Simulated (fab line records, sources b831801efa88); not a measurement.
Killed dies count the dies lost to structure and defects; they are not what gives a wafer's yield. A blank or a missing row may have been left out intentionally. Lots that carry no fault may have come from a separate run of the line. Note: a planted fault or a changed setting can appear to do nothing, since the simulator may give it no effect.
The tool behind it: which one?    flow sky130    route of 708 steps, sampled at 1 step: 14 lots, 42 wafers

== WHAT THE GAUGES SHOWED, per wafer ==
SKY_NWELL_TW_MEAS_26. Usual: NWELL_2_TW gives 499 (standard deviation 5.5).
lot   measured      on             NWELL_2_TW   flag
L957  day 6 09:32   film-metro-03  496 493 497  
L955  day 6 12:35   film-metro-03  496 491 496  
L956  day 6 13:20   film-metro-03  495 494 496  
L959  day 6 23:37   film-metro-03  499 496 499  
L961  day 7 10:01   film-metro-03  492 493 496  
L962  day 7 18:04   film-metro-03  493 493 493  
L963  day 7 21:41   film-metro-03  494 496 494  
L964  day 8 05:29   film-metro-01  504 509 507  
L965  day 8 08:14   film-metro-01  504 505 506  
L966  day 8 14:58   film-metro-02  508 509 510  
L967  day 8 23:50   film-metro-02  506 512 509  
L974  day 10 15:16  film-metro-03  495 496 498  
L975  day 11 00:32  film-metro-01  501 500 502  
L976  day 11 04:29  film-metro-02  502 502 500  

== WHAT TOOL EACH LOT RAN ON (gives the tool, then ch and the chambers of the sampled wafers, and finally the start) ==
Record: no process step prior to these readings.

== AS READ BY THE TOOLS THEMSELVES (means over the sampled wafers that have a number; for cases with no such wafer, the mark the record gives instead) ==
The record holds no such reading with a usual standard deviation.

== THE ANSWER, worked out from the rows above alone ==
Rule: a lot is off if the mean of its wafers that have a number lies more than 3 standard deviations from the usual mean. Also off: a lot with no number at a reading for which 4 or more lots have one. All remaining lots with rows at the step are treated as sound. The gauges are gone through in route order, then the tools' own readings, and for those a lot's mean is taken as printed above. The first step at which some lot is off is used, and at that step the reading that is off furthest; a lot without a number counts as furthest.
None of the lots is off at any reading shown; this tells nothing.

== WHAT THE SIMULATOR HAD INSERTED ==
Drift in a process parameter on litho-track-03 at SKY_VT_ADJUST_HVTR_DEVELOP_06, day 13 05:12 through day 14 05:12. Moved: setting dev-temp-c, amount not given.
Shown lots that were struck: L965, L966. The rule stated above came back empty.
